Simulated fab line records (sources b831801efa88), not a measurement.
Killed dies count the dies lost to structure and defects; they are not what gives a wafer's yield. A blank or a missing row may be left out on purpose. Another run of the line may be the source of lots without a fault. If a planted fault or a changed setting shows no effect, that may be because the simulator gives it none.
Matching of chambers ; flow sky130 ; SKY_LI_CONTACT_CMP_24 on cmp-01: 4 sister chambers
The step polishes, stops on PSG, t overpolish 20 s, target thk 0 nm. 8 wafers are shown with their chamber, then 7 later ones without.

WAFERS WITH THEIR CHAMBER
wafer;chamber;motor-current-A (A);edge-zone-pressure-frac
L612.1;0;10.7;0.993
L619.3;1;11.7;1.001
L619.5;0;10.4;1.002
L624.3;3;11.2;1.001
L624.4;1;12.5;0.996
L624.6;2;10.7;1.007
L627.1;3;11.1;0.998
L627.3;2;11.0;1.005

WAFERS MISSING THEIR CHAMBER
wafer;motor-current-A (A);edge-zone-pressure-frac
L627.6;12.2;1.004
L628.3;10.5;1.005
L628.4;9.9;0.994
L628.6;10.3;1.005
L630.2;11.7;0.993
L630.5;10.3;0.996
L630.6;12.1;0.995

CHAMBER TAKEN BY EACH
wafer;from the rows above;in truth
L627.6;1;1
L628.3;can't be placed: 2 or 0 or 3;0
L628.4;can't be placed: 0 or 3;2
L628.6;can't be placed: 2 or 0 or 3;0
L630.2;can't be placed: 1 or 3 or 0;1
L630.5;can't be placed: 0 or 3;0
L630.6;1;1
2 of 7 placed correctly. Not placeable from these rows: 5 (in 4, the candidates include the true chamber). Number placed wrongly: 0.
How it was worked out, from the rows above alone: a wafer's distance from a chamber is the root of the sum, over the readings, of the square of ((its reading less the chamber's mean) divided by the reading's scatter). The wafer belongs to the nearest chamber; if the next one is less than 2 further off, it can't be placed. For every chamber, the mean is computed from those of its wafers that are shown. The scatter: the root of (the sum of the squares of (reading less its chamber's mean) over the shown wafers, divided by (wafers less chambers)).
